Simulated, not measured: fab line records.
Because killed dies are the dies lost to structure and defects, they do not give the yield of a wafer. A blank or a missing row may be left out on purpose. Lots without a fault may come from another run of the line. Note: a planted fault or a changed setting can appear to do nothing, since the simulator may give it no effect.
Code-filled problem report in 8D (eight disciplines) form :: flow sky130 :: the parts of the form that need people (team, actions taken, sign-off) are left out

## 1. PROBLEM STATEMENT
Across 6 wafers from 2 lots, SD_N_RS at SKY_SD_N_RS_MEAS_16 averages 71.94 ohm/sq, while fault-free wafers read 68.55 ohm/sq with a standard deviation of 0.15. That puts it +23 standard deviations away from the usual mean.
The step: measures by four-point-probe.
First seen on wafer L370.1, day 31 17:01, on filmMetro-04. Wafers with a number at this step in the record: 36, from 12 lots. Rule for "out", or "out of limits": more than 4 standard deviations from the usual mean. Any other wafer with a number is counted as sound.

## 2. WHAT IT IS AND WHAT IT IS NOT
question: which readings at this step
is: SD_N_RS
is not: -

question: which lots
is: L370, L372
is not: L358, L360, L363, L365, L371, L375, L377, L379, L380, L381

question: which wafers of those lots
is: all that have a number
is not: -

question: read on which gauges
is: filmMetro-04
is not: filmMetro-02, filmMetro-03

question: when
is: from day 31 17:01
is not: up to then (12 sound wafers); but 18 sound wafers of L371, L375, L377, L379, L380, L381 came after

## 3. WHAT RULES OUT EACH SUSPECT
Counting: any tool at a process step up to the reading is kept as a suspect provided that every lot that is out went through it and no sound lot did after the first of them.
- the gauge at SKY_SD_N_RS_MEAS_16: ruled out. All the wafers that are out were read on filmMetro-04, but those of them that SKY_SD_N_RTA_14 has rows for are out there too, on other tools.
- rtpAnneal-01 at SKY_SD_N_RTA_14 (time 2 s): ruled out as a lasting fault. After its first lot that is out, L370 (day 31 16:50), sound lots L380 ran on it.
Left after counting: nothing in the record.

## 4. THE CAUSE (what the simulator had put in)
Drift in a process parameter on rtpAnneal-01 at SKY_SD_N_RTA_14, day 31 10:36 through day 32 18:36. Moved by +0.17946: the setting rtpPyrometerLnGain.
Counting ruled it out, wrongly: the rule takes a fault to strike every lot that its tool runs from its start on, and this one did not.

## 5. THE CHAIN OF EFFECTS, in route order
Rows list readings where the struck wafers' mean (over those with a number) sits beyond 3 standard deviations from the usual. Readings are gone through only where the record gives a usual standard deviation; hours: the median, over the lots, of the time from a lot's start at the first step in this table giving one to that lot's start at this step; sigmas: the change measured in usual standard deviations.
hours: 0
step: SKY_SD_N_RTA_14
reading: lampPowerPct
usual: 15.74 %
on struck wafers: 15.02
change: -0.72
sigmas: -14

hours: 0
step: SKY_SD_N_RS_MEAS_16
reading: SD_N_RS
usual: 68.55 ohm/sq
on struck wafers: 71.94
change: +3.39
sigmas: +23

hours: 0
step: SKY_SD_N_RS_MEAS_17
reading: SD_P_RS
usual: 147.0 ohm/sq
on struck wafers: 165.8
change: +18.8
sigmas: +41
Process steps it contains:
- SKY_SD_N_RTA_14: time 2 s.
Later measuring or inspecting steps at which every struck wafer that the step has a row for has a number for every such reading, and none has moved that far: SKY_SD_N_RS_MEAS_18, SKY_LI_CONTACT_BOW_MEAS_03.

## 6. HOW IT WOULD HAVE BEEN CAUGHT EARLIER
In this record the first reading out of limits at a measuring or inspecting step was taken at day 31 17:01, 6 hours after the fault began at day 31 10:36.
The tool's own readings at SKY_SD_N_RTA_14 were out on every struck wafer that the step has a row for (lampPowerPct): an alarm limit on them would have fired on the first of those.
